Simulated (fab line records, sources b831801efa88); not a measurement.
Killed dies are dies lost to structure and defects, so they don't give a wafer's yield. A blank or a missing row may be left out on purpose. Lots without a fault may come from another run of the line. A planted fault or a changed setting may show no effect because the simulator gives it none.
fab line records | flow sky130
record lots=13 wafers=38 last_day=50
route steps=708 shown FIELD_ISO@5 PWDE@55 PAD_OPEN@708
lots that met no fault: from a run of the same line without faults
start_h: hours from the record's first day to the start of the lot's first wafer shown | wait_h: hours since the lot's step before | " the same as in the row above | L1.1+2: a row that stands for several wafers | - no value, or no start given | * or withheld: withheld | < > ~ a bound
route shown NAME@n: a module of which the file shows steps, and the number in the route of the first | usual: mean/standard deviation of fault-free wafers | same: alike in all rows | chamber/n: place in a boat | sites: the reading at each site | _std_site: their standard deviation | _edge_site: outer sites' mean less inner sites' | radius_mm: how far each site lies from the wafer's centre | mask NAME#n: copy n | behind: the tool/chamber that last shaped the wafer | hold: why the lot was held/for how many hours/how that ended | device: the transistor (n, p or np) that didn't switch | end of line: the same wafers' tests at the end of the route | a step without rows: its recipe alone | killed: dies lost to structure and defects at the first sort, not the wafer's yield | map: a wafer's dies, x killed, . not, _ none there
set.NAME: the setting as run; set.NAME@STEP: as run at that earlier step | model.NAME: the simulator's own value behind a step, which no gauge read
steps of the route over a sample of lots; a table a step, a row a wafer
services: from which hour (start_h, from the record's first day; less than 0 if before it) a tool's chamber was out of use, for how many hours, and why
## steps
# step SKY_FIELD_ISO_THK_MEAS_04
# recipe reads=Si3N4_of_FIELD_ISO_CVD_03
# usual FIELD_ISO_CVD_03_THK=164.0/1.6
# columns lot.wafer tool chamber start_h wait_h FIELD_ISO_CVD_03_THK[nm]
L343.1 film_metro-01 - 16.88 0.0 163.3
L343.5 " - " " 163.4
L343.6 " - " " 163.6
L344.2 film_metro-02 - 19.57 0.0 163.1
L344.3 " - " " 163.3
L344.4 " - " " 164.5
L346.1 film_metro-04 - 33.16 0.0 163.3
L346.4 " - " " 163.4
L346.6 " - " " 162.3
L347.1 film_metro-02 - 36.00 0.0 164.7
L347.3 " - " " 163.9
L347.6 " - " " 164.7
L349.3 film_metro-04 - 43.50 0.0 163.3
L349.4 " - " " 163.2
L349.5 " - " " 163.0
L350.1 film_metro-02 - 50.66 0.0 164.7
L350.2 " - " " 164.0
L350.4 " - " " 164.1
L356.2 film_metro-04 - 80.15 0.0 165.7
L356.5 " - " " 165.4
L358.1 film_metro-02 - 89.37 0.0 162.5
L358.2 " - " " 162.5
L358.3 " - " " 162.0
L359.3 film_metro-04 - 94.79 0.0 166.5
L359.4 " - " " 166.5
L359.5 " - " " 165.2
L361.2 film_metro-01 - 104.05 0.0 164.2
L361.4 " - " " 165.0
L361.6 " - " " 164.2
L363.2 film_metro-02 - 113.93 0.0 163.1
L363.3 " - " " 162.2
L363.5 " - " " 163.4
L364.1 film_metro-01 - 119.32 0.0 163.3
L364.3 " - " " 162.1
L364.4 " - " " 163.4
L366.1 film_metro-04 - 129.08 0.0 165.4
L366.2 " - " " 165.8
L366.6 " - " " 165.5
# step SKY_FIELD_ISO_ETCH_14
# recipe chemistry=N2/H2 target=BARC ion_energy_ev=200 source_w=500 bias_w=100 pressure_mtorr=30 n2_flow_sccm=100 h2_flow_sccm=200 stop_on=SiO2 time_s=45.9 target_depth_a=600
# usual drypump_motor_current_A=5.8/0.54 oes_product_au=0.854/0.0045 run_length_s=74.2/0.39 throttle_valve_pct=13.224/0.0096
# columns lot.wafer tool chamber start_h wait_h drypump_motor_current_A oes_product_au rf_hours_counter_h run_length_s throttle_valve_pct
L343.1 rie_diel-02 3 31.16 0.1 5.6 0.853 5 74.6 13.232
L343.5 " 2 " " 5.1 0.862 - 75.1 13.228
L343.6 " 1 " " 5.2 0.854 - 74.1 13.223
L344.2 rie_diel-02 3 33.41 0.1 5.7 0.853 5 74.3 13.220
L344.3 " 0 " " 6.3 0.854 117 74.3 13.222
L344.4 " 2 " " 5.1 0.859 80 75.1 13.229
L346.1 rie_diel-02 0 48.63 0.1 6.3 0.847 117 74.5 13.210
L346.4 " 2 " " 5.1 0.850 80 74.7 13.234
L346.6 " 1 " " 5.2 0.848 - 74.3 13.212
L347.1 rie_diel-04 1 52.06 0.1 6.3 0.856 137 74.2 13.237
L347.3 " 3 " " 4.8 0.857 94 74.8 13.220
L347.6 " 2 " " 6.3 0.851 - 73.9 13.220
L349.3 rie_diel-03 1 59.41 0.1 6.2 0.856 83 74.0 13.214
L349.4 " 2 " " 6.4 0.856 135 73.8 13.240
L349.5 " 3 " " 5.9 0.855 - 73.5 13.217
L350.1 rie_diel-02 0 67.08 0.1 6.3 0.857 118 74.3 13.229
L350.2 " 3 " " 5.6 0.861 5 74.2 13.224
L350.4 " 1 " " 5.2 0.851 25 74.0 13.208
L356.2 rie_diel-04 3 97.26 0.1 4.7 0.862 95 74.3 13.215
L356.5 " 0 " " 5.7 0.848 - 73.5 13.231
L358.1 rie_diel-03 3 107.16 0.1 5.9 0.854 69 74.0 13.211
L358.2 " 0 " " 5.3 0.849 4 74.7 13.229
L358.3 " 1 " " 6.2 0.856 84 74.0 13.219
L359.3 rie_diel-04 1 113.06 0.1 6.4 0.846 138 73.9 13.247
L359.4 " 0 " " 5.7 0.855 48 73.7 13.242
L359.5 " 2 " " 6.3 0.850 - 74.3 13.217
L361.2 rie_diel-03 0 122.28 0.1 5.3 0.849 5 74.7 13.226
L361.4 " 3 " " 5.9 0.852 69 73.7 13.215
L361.6 " 1 " " 6.2 0.851 - 73.9 13.243
L363.2 rie_diel-02 3 133.31 0.1 5.7 0.853 6 74.3 13.227
L363.3 " 2 " " 5.2 0.856 81 74.4 13.231
L363.5 " 3 " " 5.7 0.862 - 74.2 13.221
L364.1 rie_diel-04 2 137.76 0.1 6.3 0.856 137 74.3 13.228
L364.3 " 0 " " 5.7 0.858 48 73.7 13.245
L364.4 " 3 " " 4.7 0.856 96 74.0 13.222
L366.1 rie_diel-04 2 148.31 0.1 6.3 0.851 137 74.3 13.229
L366.2 " 1 " " 6.3 0.853 139 73.7 13.220
L366.6 " 3 " " 4.8 0.856 - 74.5 13.218
# step SKY_FIELD_ISO_ETCH_17
# recipe target_depth_a=3420 mask_material=Si3N4 chemistry=HBr/Cl2/O2 target=Si taper_deg=5 icp_w=600 bias_w=150 pressure_mtorr=15 HBr_flow_sccm=150 Cl2_flow_sccm=40 O2_flow_sccm=6 time_s=97.7
# usual drypump_motor_current_A=5.7/0.32 oes_product_au=0.997/0.007 run_length_s=125.9/0.52 throttle_valve_pct=25.658/0.01
# columns lot.wafer tool chamber start_h wait_h drypump_motor_current_A oes_product_au rf_hours_counter_h run_length_s throttle_valve_pct
L343.1 rie_si-02 3 31.36 0.1 5.7 1.014 90 125.6 25.657
L343.5 " 2 " " 5.3 1.005 - 125.7 25.646
L343.6 " 3 " " 5.8 1.005 - 125.4 25.641
L344.2 rie_si-01 3 33.61 0.1 5.5 0.993 14 125.2 25.641
L344.3 " 0 " " 5.3 1.009 3 126.0 25.660
L344.4 " 1 " " 6.0 1.001 110 127.0 25.643
L346.1 rie_si-01 2 48.83 0.1 6.2 1.006 98 126.0 25.649
L346.4 " 3 " " 5.5 0.997 14 125.2 25.663
L346.6 " 1 " " 6.0 1.006 - 126.7 25.648
L347.1 rie_si-02 2 52.26 0.1 5.3 1.015 60 125.6 25.666
L347.3 " 1 " " 5.5 1.009 53 126.3 25.640
L347.6 " 2 " " 5.3 1.003 - 125.8 25.657
L349.3 rie_si-02 2 59.61 0.0 5.3 1.005 60 125.6 25.658
L349.4 " 3 " " 5.8 1.005 91 125.5 25.661
L349.5 " 0 " " 6.1 1.002 - 125.8 25.642
L350.1 rie_si-01 3 67.27 0.1 5.5 0.984 14 125.3 25.665
L350.2 " 1 " " 6.0 0.998 110 126.8 25.652
L350.4 " 2 " " 6.1 0.994 98 126.2 25.652
L356.2 rie_si-02 2 97.46 0.1 5.3 1.000 61 111.5 25.651
L356.5 " 0 " " 6.1 0.998 - 125.9 25.660
L358.1 rie_si-02 2 107.36 0.1 5.3 0.993 61 125.7 25.653
L358.2 " 3 " " 5.8 1.000 91 111.2 25.648
L358.3 " 0 " " 6.1 0.997 78 125.2 25.670
L359.3 rie_si-02 2 113.26 0.0 5.3 0.997 61 125.7 25.662
L359.4 " 3 " " 5.7 1.001 91 111.5 25.653
L359.5 " 1 " " 5.5 0.998 - 126.1 25.658
L361.2 rie_si-01 3 122.47 0.1 5.5 0.994 15 125.5 25.652
L361.4 " 1 " " 6.0 0.997 111 126.6 25.658
L361.6 " 3 " " 5.5 1.000 - 125.9 25.649
L363.2 rie_si-01 0 133.51 0.1 5.3 0.993 4 126.0 25.658
L363.3 " 3 " " 5.5 0.986 15 125.1 25.659
L363.5 " 1 " " 6.0 0.992 - 126.6 25.645
L364.1 rie_si-01 2 137.96 0.1 6.2 0.997 98 125.8 25.666
L364.3 " 1 " " 6.0 0.999 111 127.3 25.646
L364.4 " 3 " " 5.5 0.990 15 125.6 25.667
L366.1 rie_si-01 2 148.51 0.1 6.2 0.997 98 126.2 25.664
L366.2 " 1 " " 6.0 0.997 111 126.5 25.675
L366.6 " 0 " " 5.3 0.981 - 126.0 25.670
# step SKY_PWDE_TW_MEAS_10
# usual PWDE_TW=373/3.4
# columns lot.wafer tool chamber start_h wait_h PWDE_TW
L343.1 film_metro-01 - 71.53 0.1 372
L343.5 " - " " 373
L343.6 " - " " 374
L344.2 film_metro-01 - 72.78 0.1 371
L344.3 " - " " 371
L344.4 " - " " 370
L346.1 film_metro-01 - 87.73 0.1 372
L346.4 " - " " 370
L346.6 " - " " 373
L347.1 film_metro-03 - 92.02 0.1 379
L347.3 " - " " 379
L347.6 " - " " 382
L349.3 film_metro-03 - 101.75 0.1 383
L349.4 " - " " 384
L349.5 " - " " 382
L350.1 film_metro-01 - 109.82 0.1 372
L350.2 " - " " 371
L350.4 " - " " 372
L356.2 film_metro-04 - 140.34 0.1 372
L356.5 " - " " 370
L358.1 film_metro-04 - 152.37 0.1 372
L358.2 " - " " 372
L358.3 " - " " 373
L359.3 film_metro-03 - 161.20 0.1 379
L359.4 " - " " 377
L359.5 " - " " 379
L361.2 film_metro-01 - 170.18 0.1 371
L361.4 " - " " 372
L361.6 " - " " 371
L363.2 film_metro-01 - 181.29 0.1 371
L363.3 " - " " 372
L363.5 " - " " 371
L364.1 film_metro-01 - 184.02 0.1 369
L364.3 " - " " 370
L364.4 " - " " 370
L366.1 film_metro-01 - 197.27 0.1 371
L366.2 " - " " 371
L366.6 " - " " 370
# step SKY_PAD_OPEN_PROBE_99
# usual killed_at_M0_to_M3=43/7.5 killed_at_M4_up=3.3/1.9 killed_at_contacts=24/4.6 killed_at_front_end=16/4.9 killed_at_other=0.2/0.46 killed_dies=87/9.1 killed_open=47/7.4 killed_short=39/6.6
# same gross_dies=492 killed_at_back_side=0
# columns lot.wafer tool chamber start_h wait_h killed_at_M0_to_M3 killed_at_M4_up killed_at_contacts killed_at_front_end killed_at_other killed_dies killed_open killed_short
L347.1 prober-01 - 1103.80 0.1 42 3 26 18 1 90 49 39
L347.3 prober-01 - 1103.90 0.2 43 0 28 20 0 91 53 38
L347.6 prober-01 - 1104.05 0.2 48 2 27 11 0 88 38 49
L350.1 prober-01 - 1121.05 0.1 40 3 26 15 0 84 50 33
L350.2 prober-01 - 1121.10 0.1 40 2 25 18 0 85 39 46
L350.4 prober-01 - 1121.20 0.2 54 3 22 21 1 101 55 44
L358.1 prober-01 - 1158.31 0.1 37 7 27 18 1 90 52 38
L358.2 prober-01 - 1158.36 0.1 54 3 23 12 1 93 55 37
L358.3 prober-01 - 1158.41 0.2 41 2 24 12 0 79 48 31
L359.3 prober-02 - 1164.76 0.2 57 1 27 18 0 103 64 39
L359.4 prober-02 - 1164.81 0.2 50 0 31 13 0 94 50 44
L359.5 prober-02 - 1164.86 0.2 53 2 26 17 0 98 51 46
# killed by level:class
L347.1 CONTACT:geometric_particle:open=9 LI_CONTACT:geometric_particle:open=8 METAL1:geometric_particle:short=7 VIA3:geometric_particle:open=7 VIA1:geometric_particle:open=6 FIELD_ISO:geometric_particle:short=5 LI_CONTACT:geometric_particle:short=5 VIA2:geometric_particle:open=5
L347.3 CONTACT:geometric_particle:open=11 VIA3:geometric_particle:open=9 VIA1:geometric_particle:open=8 FIELD_ISO:geometric_particle:short=6 LOCAL_INTERCONNECT:geometric_particle:short=5 LI_CONTACT:geometric_particle:open=5 METAL2:geometric_particle:short=5 FIELD_ISO:geometric_particle:open=4
L347.6 VIA1:geometric_particle:short=10 VIA1:geometric_particle:open=8 CONTACT:geometric_particle:open=7 CONTACT:geometric_particle:short=7 METAL1:geometric_particle:short=6 METAL2:geometric_particle:short=5 VIA3:geometric_particle:short=4 LI_CONTACT:geometric_particle:short=4
L350.1 VIA1:geometric_particle:open=11 CONTACT:geometric_particle:open=10 LI_CONTACT:geometric_particle:open=6 VIA2:geometric_particle:open=5 POLY_GATE:geometric_particle:short=4 POLY_CUT:geometric_particle:open=4 VIA3:geometric_particle:short=4 LOCAL_INTERCONNECT:geometric_particle:short=3
L350.2 VIA1:geometric_particle:open=11 LI_CONTACT:geometric_particle:open=9 FIELD_ISO:geometric_particle:short=8 LOCAL_INTERCONNECT:geometric_particle:short=7 VIA1:geometric_particle:short=6 VIA2:geometric_particle:open=6 CONTACT:geometric_particle:open=5 METAL1:geometric_particle:short=4
L350.4 VIA1:geometric_particle:open=14 VIA3:geometric_particle:open=10 FIELD_ISO:geometric_particle:short=8 VIA1:geometric_particle:short=8 FIELD_ISO:geometric_particle:open=7 LI_CONTACT:geometric_particle:open=7 CONTACT:geometric_particle:open=5 CONTACT:geometric_particle:short=5
L358.1 VIA1:geometric_particle:open=13 CONTACT:geometric_particle:open=9 LI_CONTACT:geometric_particle:open=8 VIA1:geometric_particle:short=7 CONTACT:geometric_particle:short=5 FIELD_ISO:geometric_particle:open=4 FIELD_ISO:geometric_particle:short=4 POLY_GATE:geometric_particle:open=4
L358.2 VIA1:geometric_particle:open=13 VIA2:geometric_particle:open=10 VIA3:geometric_particle:open=9 LI_CONTACT:geometric_particle:open=8 CONTACT:geometric_particle:open=6 METAL2:geometric_particle:short=6 VIA2:geometric_particle:short=5 POLY_GATE:geometric_particle:short=4
L358.3 LI_CONTACT:geometric_particle:open=8 VIA3:geometric_particle:open=8 VIA2:geometric_particle:open=7 CONTACT:geometric_particle:open=6 VIA1:geometric_particle:open=6 METAL2:geometric_particle:short=5 FIELD_ISO:geometric_particle:short=4 LOCAL_INTERCONNECT:geometric_particle:short=4
L359.3 VIA1:geometric_particle:open=16 VIA3:geometric_particle:open=11 CONTACT:geometric_particle:open=9 LI_CONTACT:geometric_particle:open=8 METAL2:geometric_particle:short=6 FIELD_ISO:geometric_particle:open=5 CONTACT:geometric_particle:short=5 VIA1:geometric_particle:short=5
L359.4 CONTACT:geometric_particle:open=11 VIA1:geometric_particle:open=10 POLY_GATE:geometric_particle:short=7 LI_CONTACT:geometric_particle:open=7 VIA2:geometric_particle:open=7 METAL2:geometric_particle:short=6 VIA3:geometric_particle:short=6 LI_CONTACT:geometric_particle:short=5
L359.5 CONTACT:geometric_particle:open=11 VIA3:geometric_particle:open=10 VIA1:geometric_particle:open=9 METAL2:geometric_particle:short=7 VIA1:geometric_particle:short=6 CONTACT:geometric_particle:short=6 VIA2:geometric_particle:short=6 VIA2:geometric_particle:open=6
## services
# columns tool chamber start_h hours kind
rie_diel-03 0 14.11 9.1 repair
rie_diel-03 2 29.19 6.7 repair
rie_diel-04 2 29.19 5.4 repair
rie_diel-02 - 67.98 0.9 repair
rie_si-01 - 74.69 2.8 pm
rie_si-01 - 78.05 14.6 pm
rie_si-01 3 106.25 12.2 repair
rie_diel-04 - 106.31 4.8 repair
rie_diel-02 - 114.44 0.6 repair
rie_si-02 - 114.53 1.7 repair
rie_diel-02 2 119.70 5.0 repair
rie_diel-04 1 120.44 9.2 repair
rie_diel-02 2 135.84 14.7 repair
## key
first_sign step=SKY_FIELD_ISO_ETCH_17 reading=run_length_s direction=down sigmas=28 usual=* struck=*
effect none on later readings
met_at SKY_FIELD_ISO_ETCH_17
struck_lots L356,L358,L359
struck_wafers L356.2,L358.2,L359.4
tester_left_out L356,L358,L359
not_acting_at SKY_FIELD_ISO_THK_MEAS_04,SKY_FIELD_ISO_ETCH_14,SKY_PWDE_TW_MEAS_10
onset_between 59.61 97.46
fault kind=process_parameter_drift tool=rie_si-02 chamber=- onset_h=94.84 steps=SKY_FIELD_ISO_ETCH_17 channel=time_s offset=* shape=step end_h=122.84 scope=struck_wafers_only acts_in=* stated=*
# tester_left_out: of these lots the tester's yield and bins aren't shown, on N5 and GAA mostly nor the transistor test; their killed dies are dies lost to structure and defects alone, not to doping, threshold or leakage, so they don't give the yield
